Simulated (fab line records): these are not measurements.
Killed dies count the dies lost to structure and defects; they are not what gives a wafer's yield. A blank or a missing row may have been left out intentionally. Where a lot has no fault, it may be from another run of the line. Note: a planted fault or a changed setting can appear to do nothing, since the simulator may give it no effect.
Code-filled problem report in 8D (eight disciplines) form / flow gf180mcu / the parts of the form that need people (team, actions taken, sign-off) are left out

== 1. WHAT WENT WRONG ==
At GF_VT_IMPLANT_RTA_45, wafer_temp_C_max averages 962.4 over 6 wafers from 2 lots, while fault-free wafers read 1054.2, standard deviation 1.5. That is -61 standard deviations from the usual mean.
The step: time 30 s.
First observed at day 12 15:46: wafer L584.2, on rtp anneal-02. The record holds 18 wafers of 6 lots with a number at this step. The rule behind "out" and "out of limits": a value lying over 4 standard deviations away from the usual mean. The rest of the wafers with a number are treated as sound.

== 2. WHAT IT IS AND WHAT IT IS NOT ==
question=which readings at this step; is=wafer_temp_C_max, lamp power pct; is not=-
question=which lots; is=L584, L585; is not=L566, L570, L575, L577
question=which wafers of those lots; is=all that have a number; is not=-
question=read on which tools; is=rtp anneal-02; is not=rtp anneal-01
question=when; is=from day 12 15:46; is not=up to then (12 sound wafers)

== 3. WHAT RULES OUT EACH SUSPECT ==
Counting: a tool stays on the suspect list if, at a process step up to the reading, it processed all lots that are out and no sound lot following the first of them.
- rtp anneal-02 at GF_VT_IMPLANT_RTA_45 (time 30 s): kept. All lots that are out passed through it, beginning with L584 at day 12 15:46, and no sound lot followed; its final sound lot before that point was L575 at day 10 04:26. Its own lamp power pct, wafer_temp_C_max readings are out on those wafers.
After counting, what remains is rtp anneal-02 at GF_VT_IMPLANT_RTA_45.

== 4. THE CAUSE (what the simulator had put in) ==
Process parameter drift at GF_VT_IMPLANT_RTA_45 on rtp anneal-02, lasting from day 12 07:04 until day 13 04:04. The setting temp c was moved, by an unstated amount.
The count eliminated every tool but this one.

== 5. THE CHAIN OF EFFECTS, in route order ==
Each row: a reading whose mean over the struck wafers that have a number lies more than 3 standard deviations from the usual. Only readings for which the record gives a usual standard deviation are gone through. hours: the time from each lot's start at the first step in this table that gives one to its start at this step, as a median over the lots. sigmas: the change in usual standard deviations.
hours=0; step=GF_VT_IMPLANT_RTA_45; reading=lamp power pct; usual=30.2 %; on struck wafers=22.8; change=-7.4; sigmas=-6.7
hours=0; step=GF_VT_IMPLANT_RTA_45; reading=wafer_temp_C_max; usual=1054.2; on struck wafers=962.4; change=-91.9; sigmas=-61
The process steps in it:
- GF_VT_IMPLANT_RTA_45: time 30 s.
Later measuring or inspecting steps at which every struck wafer that the step has a row for has a number for every such reading, and none has moved that far: GF_VT_IMPLANT_RS_MEAS_46.

== 6. WHAT WOULD HAVE CAUGHT IT SOONER ==
In this record no reading fell out of limits until day 12 15:46, 9 hours after the fault had begun at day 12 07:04.
